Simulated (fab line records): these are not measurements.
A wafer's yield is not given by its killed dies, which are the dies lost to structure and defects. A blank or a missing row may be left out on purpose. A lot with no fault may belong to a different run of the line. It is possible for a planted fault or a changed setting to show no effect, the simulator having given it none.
What tool caused it? / flow sky130 / Sampling: 13 lots, 39 wafers, 3 of 708 route steps

== WHAT THE GAUGES SHOWED, per wafer ==
SKY_VT_ADJUST_HVTR_TW_MEAS_11.
lot=L401; measured=day 9 11:40; on=filmMetro-04; VT_ADJUST_HVTR_TW=212.6 211.9 211.5
lot=L404; measured=day 10 05:19; on=filmMetro-04; VT_ADJUST_HVTR_TW=211.7 211.8 211.9
lot=L405; measured=day 10 15:53; on=filmMetro-01; VT_ADJUST_HVTR_TW=212.0 212.7 212.8
lot=L406; measured=day 10 23:25; on=filmMetro-02; VT_ADJUST_HVTR_TW=212.4 212.2 212.1
lot=L408; measured=day 11 11:07; on=filmMetro-02; VT_ADJUST_HVTR_TW=210.8 211.2 209.5
lot=L411; measured=day 12 08:37; on=filmMetro-01; VT_ADJUST_HVTR_TW=212.0 213.5 212.6
lot=L413; measured=day 13 08:44; on=filmMetro-02; VT_ADJUST_HVTR_TW=209.7 209.9 210.4
lot=L414; measured=day 13 09:02; on=filmMetro-04; VT_ADJUST_HVTR_TW=211.1 211.4 208.5
lot=L417; measured=day 14 23:20; on=filmMetro-04; VT_ADJUST_HVTR_TW=213.3 213.5 212.0
lot=L419; measured=day 15 06:25; on=filmMetro-04; VT_ADJUST_HVTR_TW=210.5 211.4 211.2
lot=L420; measured=day 15 12:37; on=filmMetro-04; VT_ADJUST_HVTR_TW=210.9 212.1 210.4
lot=L423; measured=day 16 07:32; on=filmMetro-01; VT_ADJUST_HVTR_TW=212.9 211.6 212.0
lot=L424; measured=day 16 15:52; on=filmMetro-02; VT_ADJUST_HVTR_TW=210.6 211.3 210.7

SKY_SONOS_TUNNEL_OVL_MEAS_08.
lot=L401; measured=day 11 07:04; on=overlay-02; SONOS_TUNNEL_OVL (nm)=2.1 3.2 1.2
lot=L404; measured=day 12 06:05; on=overlay-01; SONOS_TUNNEL_OVL (nm)=-0.3 1.4 -1.1
lot=L405; measured=day 12 16:12; on=overlay-01; SONOS_TUNNEL_OVL (nm)=-0.5 -1.6 -0.9
lot=L406; measured=day 12 23:30; on=overlay-02; SONOS_TUNNEL_OVL (nm)=-0.6 -0.5 -0.6
lot=L408; measured=day 13 12:02; on=overlay-02; SONOS_TUNNEL_OVL (nm)=-0.9 -1.2 -0.6
lot=L411; measured=day 14 10:46; on=overlay-01; SONOS_TUNNEL_OVL (nm)=-0.6 -1.1 -0.4
lot=L413; measured=day 15 12:49; on=overlay-02; SONOS_TUNNEL_OVL (nm)=-1.4 -1.5 -0.5
lot=L414; measured=day 15 13:07; on=overlay-01; SONOS_TUNNEL_OVL (nm)=0.4 2.2 0.9
lot=L417; measured=day 17 07:22; on=overlay-02; SONOS_TUNNEL_OVL (nm)=-1.2 -1.4 -0.1
lot=L419; measured=day 17 15:41; on=overlay-02; SONOS_TUNNEL_OVL (nm)=-2.6 -2.2 -1.7
lot=L420; measured=day 17 22:26; on=overlay-01; SONOS_TUNNEL_OVL (nm)=1.2 -0.1 0.6
lot=L423; measured=day 18 17:51; on=overlay-01; SONOS_TUNNEL_OVL (nm)=-2.0 -2.1 -1.7
lot=L424; measured=day 19 03:02; on=overlay-01; SONOS_TUNNEL_OVL (nm)=-3.0 -0.5 -2.2

SKY_POLY_GATE_THK_MEAS_01.
lot=L401; measured=day 13 22:35; on=filmMetro-01; POLY_GATE_CVD_00_THK (nm)=179.6 179.7 179.2
lot=L404; measured=day 14 22:23; on=filmMetro-03; POLY_GATE_CVD_00_THK (nm)=181.0 181.4 181.7
lot=L405; measured=day 15 09:16; on=filmMetro-03; POLY_GATE_CVD_00_THK (nm)=181.8 179.2 180.2
lot=L406; measured=day 15 14:09; on=filmMetro-01; POLY_GATE_CVD_00_THK (nm)=177.0 176.3 175.9
lot=L408; measured=day 16 08:04; on=filmMetro-02; POLY_GATE_CVD_00_THK (nm)=178.8 177.9 177.9
lot=L411; measured=day 17 12:07; on=filmMetro-01; POLY_GATE_CVD_00_THK (nm)=180.1 180.5 180.2
lot=L413; measured=day 18 08:33; on=filmMetro-01; POLY_GATE_CVD_00_THK (nm)=179.6 181.0 179.4
lot=L414; measured=day 18 11:16; on=filmMetro-02; POLY_GATE_CVD_00_THK (nm)=179.1 181.6 179.2
lot=L417; measured=day 20 07:12; on=filmMetro-03; POLY_GATE_CVD_00_THK (nm)=179.8 179.4 180.3
lot=L419; measured=day 20 16:13; on=filmMetro-01; POLY_GATE_CVD_00_THK (nm)=180.8 182.3 181.4
lot=L420; measured=day 21 00:08; on=filmMetro-02; POLY_GATE_CVD_00_THK (nm)=179.7 179.1 180.9
lot=L423; measured=day 21 19:34; on=filmMetro-02; POLY_GATE_CVD_00_THK (nm)=180.1 180.5 180.9
lot=L424; measured=day 22 02:32; on=filmMetro-02; POLY_GATE_CVD_00_THK (nm)=178.6 178.1 178.3

== WHAT TOOL EACH LOT RAN ON (gives the tool, then ch and the chambers of the sampled wafers, and finally the start) ==
The record shows no process step preceding these readings.

== AS READ BY THE TOOLS THEMSELVES (means over the sampled wafers that have a number; for cases with no such wafer, the mark the record gives instead) ==
The record holds no such reading with a usual standard deviation.

== THE ANSWER, worked out from the rows above alone ==
Rule: usual is defined by the lots themselves. Put in order of their means at a reading, lots are off if they are a third of the lots or fewer, leave a main group of 4 or more, and stand apart from it by a gap of 3 or more times the standard deviation of the main group's means; of several such gaps the widest counts. Not used: any main group whose means are identical at the precision the tables above print for the reading. Also off: a lot with no number at a reading for which 4 or more lots have one. Any other lot the step has rows for is counted as sound. Order of review: gauges by route order, followed by the tools' own readings, for which a lot's mean as printed above is used. At the first step where some lot is off, the reading lying furthest off is the one used; lots without a number count as furthest.
No lot is off on any of the readings shown, so nothing can be concluded from this.

== WHAT HAD BEEN PUT IN BY THE SIMULATOR ==
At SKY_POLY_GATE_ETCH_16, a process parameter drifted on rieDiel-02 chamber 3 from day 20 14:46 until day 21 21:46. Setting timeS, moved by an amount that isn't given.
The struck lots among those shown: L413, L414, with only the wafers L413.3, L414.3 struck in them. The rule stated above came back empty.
